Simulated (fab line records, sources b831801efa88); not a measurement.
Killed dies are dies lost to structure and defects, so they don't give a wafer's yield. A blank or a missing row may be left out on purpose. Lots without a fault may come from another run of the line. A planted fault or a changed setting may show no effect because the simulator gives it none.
One fault seen from 2 desks | flow sky130 | each desk has only its own numbers; what lay behind them comes last

THE METROLOGY DESK
What the gauges read, lot by lot, whatever tool the lot ran on: means of the sampled wafers that have a number. A lot is out of limits, marked OUT, if its mean lies more than 4 standard deviations from the usual mean; the brackets give that distance.
Columns: A = VIA3_OVL at SKY_VIA3_OVL_MEAS_13, usual -1 nm; B = VIA3_W_RS at SKY_VIA3_RS_MEAS_22, usual 0.294 ohm/sq; C = VIA3_W_THK at SKY_VIA3_THK_MEAS_23, usual 397 nm
lot  | first seen here | A  | B     | C
L316 | day 41 07:37    | -4 | 0.291 | 394
L326 | day 44 04:20    | -1 | 0.292 | 403
L328 | day 44 08:37    | -1 | 0.293 | 404
L329 | day 44 15:55    | 4  | 0.295 | 398
L336 | day 45 21:43    | -1 | 0.296 | 393
This desk's finding: nothing out of limits on any of the 5 lots.

THE TOOL OWNER'S DESK: pvd_sputter-03
The tool's own readings at SKY_METAL4_SPUTTER_00 (material Ti, target thk 15 nm, time 10 s): means of the sampled wafers that have a number, for each lot that ran on this tool. A lot is out of limits, marked OUT, if its mean lies more than 4 standard deviations from the usual mean; the brackets give that distance.
Columns: A = throttle_valve_pct at SKY_METAL4_SPUTTER_00, usual 30.1 %
lot  | first seen here | A
L316 | day 41 09:08    | 29.6
L326 | day 44 05:44    | 29.5
This desk's finding: nothing out of limits on any of the 2 lots.

PUT TOGETHER
The metrology desk saw nothing out of limits.
The tool owner's desk saw nothing out of limits.

WHAT THE SIMULATOR HAD PUT IN
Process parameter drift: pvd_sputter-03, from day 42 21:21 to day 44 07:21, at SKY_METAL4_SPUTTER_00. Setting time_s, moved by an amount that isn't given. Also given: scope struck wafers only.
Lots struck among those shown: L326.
